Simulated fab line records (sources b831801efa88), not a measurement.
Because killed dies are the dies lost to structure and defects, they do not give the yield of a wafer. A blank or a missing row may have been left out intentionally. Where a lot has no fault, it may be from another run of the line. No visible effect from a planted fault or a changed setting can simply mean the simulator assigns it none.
What tool caused it? | flow gf180mcu | 10 lots with 30 wafers sampled at 4 steps, on a route of 602 steps

== WHAT THE GAUGES READ, wafer by wafer ==
GF_TOP_METAL_RS_MEAS_05: the measuring method here is four-point-probe.
lot  | measured     | on            | TOP_METAL_ALCU_RS (ohm/sq)
L466 | day 27 21:35 | film-metro-04 | 0.0329 0.0326 0.0336
L465 | day 28 02:56 | film-metro-03 | 0.0326 0.0329 0.0326
L467 | day 28 08:16 | film-metro-02 | 0.0340 0.0334 0.0337
L470 | day 29 00:44 | film-metro-04 | 0.0336 0.0331 0.0339
L472 | day 29 18:07 | film-metro-02 | 0.0324 0.0332 0.0327
L477 | day 30 20:40 | film-metro-04 | 0.0327 0.0335 0.0327
L482 | day 32 09:29 | film-metro-02 | 0.0321 0.0321 0.0327
L483 | day 32 17:29 | film-metro-04 | 0.0328 0.0327 0.0331
L484 | day 32 22:53 | film-metro-02 | 0.0325 0.0323 0.0324
L485 | day 33 05:44 | film-metro-02 | 0.0332 0.0329 0.0328

GF_TOP_METAL_CD_MEAS_14: the cd target is 440 nm.
lot  | measured     | on        | cd-nm (nm)
L466 | day 28 18:56 | cd-sem-02 | 440.0 439.1 440.7
L465 | day 29 00:18 | cd-sem-02 | 439.1 437.4 438.2
L467 | day 29 05:56 | cd-sem-02 | 439.5 438.5 438.2
L470 | day 29 21:47 | cd-sem-01 | 435.4 437.6 438.7
L472 | day 30 12:29 | cd-sem-01 | 437.8 470.5 439.6
L477 | day 31 13:40 | cd-sem-02 | 438.2 438.9 439.1
L482 | day 33 00:58 | cd-sem-01 | 439.1 436.2 437.6
L483 | day 33 08:53 | cd-sem-02 | 443.7 439.8 443.6
L484 | day 33 13:21 | cd-sem-02 | 440.7 436.6 443.0
L485 | day 33 20:55 | cd-sem-01 | 438.7 442.3 441.9

== TOOL THAT RAN EACH LOT (tool first, then ch and the chambers of the sampled wafers, then the start) ==
lot  | GF_M5_ETCH_09                      | GF_TOP_METAL_COAT_09
L466 | rie-diel-03 ch 0,3, day 26 20:29   | litho-track-01 ch 0, day 28 07:38
L465 | rie-diel-01 ch 0,1, day 27 01:17   | litho-track-01 ch 0, day 28 13:04
L467 | rie-diel-03 ch 0,1, day 27 06:50   | litho-track-03 ch 0, day 28 18:59
L470 | rie-diel-02 ch 0,3, day 28 00:59   | litho-track-03 ch 0, day 29 10:59
L472 | rie-diel-03 ch 1,2,3, day 28 17:35 | litho-track-01 ch 0, day 30 03:26
L477 | rie-diel-02 ch 0,3, day 29 23:56   | litho-track-02 ch 0, day 31 05:05
L482 | rie-diel-02 ch 0,1,3, day 31 13:31 | litho-track-01 ch 0, day 32 16:50
L483 | rie-diel-02 ch 0,3, day 31 22:08   | litho-track-01 ch 0, day 33 01:35
L484 | rie-diel-03 ch 0,2,3, day 32 00:59 | litho-track-01 ch 0, day 33 05:36
L485 | rie-diel-03 ch 0,1,3, day 32 09:56 | litho-track-03 ch 0, day 33 13:11
- GF_M5_ETCH_09: etches Si3N4 in CF4/O2, target depth 52 nm, time 11.6 s.
- GF_TOP_METAL_COAT_09: resist thk 1500 nm.

== AS READ BY THE TOOLS THEMSELVES (means over the sampled wafers that have a number; for cases with no such wafer, the mark the record gives instead) ==
GF_M5_ETCH_09.
lot  | tool        | O2_flow_sccm (sccm) | bias-w (W) | drypump-motor-current-A (A) | oes-product-au (a.u.) | throttle-valve-pct (%)
L466 | rie-diel-03 | 9.995               | 150.3      | 5.5                         | 1.016                 | 5.978
L465 | rie-diel-01 | 9.968               | 149.6      | 5.9                         | 1.015                 | 5.974
L467 | rie-diel-03 | 9.975               | 150.2      | 5.4                         | 0.999                 | 5.975
L470 | rie-diel-02 | 10.026              | 150.2      | 6.0                         | 0.997                 | 5.973
L472 | rie-diel-03 | 9.988               | 149.8      | 6.0                         | 1.007                 | 5.981
L477 | rie-diel-02 | 10.003              | 150.0      | 6.0                         | 1.006                 | 5.978
L482 | rie-diel-02 | 10.000              | 150.1      | 5.6                         | 1.000                 | 5.966
L483 | rie-diel-02 | 10.014              | 150.2      | 6.0                         | 0.999                 | 5.981
L484 | rie-diel-03 | 9.983               | 150.0      | 5.8                         | 1.006                 | 5.979
L485 | rie-diel-03 | 9.982               | 150.1      | 5.6                         | 1.002                 | 5.979

== THE ANSWER, worked out from the rows above alone ==
Rule: what is usual is taken from the lots themselves. The widest of any qualifying gaps counts: lots, ordered by their means at a reading, are off when they make up no more than a third of the lots, leave a main group of 4 or more, and stand apart from it by 3 or more times the standard deviation of that group's means. A main group whose means are all the same, to the digits that the tables above print for the reading, isn't used. Also off: a lot with no number at a reading for which 4 or more lots have one. Where the step has rows for the other lots, those lots are counted as sound. After the gauges, taken in route order, come the tools' own readings; for these a lot's mean is taken, as printed above. The first step at which some lot is off is used, and at that step the reading that is off furthest; a lot without a number counts as furthest.
Off at GF_TOP_METAL_CD_MEAS_14 (cd-nm): L472. The main group: mean 439.3 nm, standard deviation 1.6.
A tool fits if, at a process step before that reading, it ran every lot that is off, and no sound lot after the first of them. The gauges at GF_TOP_METAL_CD_MEAS_14 are tried like those tools. Of those tried, none fits.

== WHAT HAD BEEN PUT IN BY THE SIMULATOR ==
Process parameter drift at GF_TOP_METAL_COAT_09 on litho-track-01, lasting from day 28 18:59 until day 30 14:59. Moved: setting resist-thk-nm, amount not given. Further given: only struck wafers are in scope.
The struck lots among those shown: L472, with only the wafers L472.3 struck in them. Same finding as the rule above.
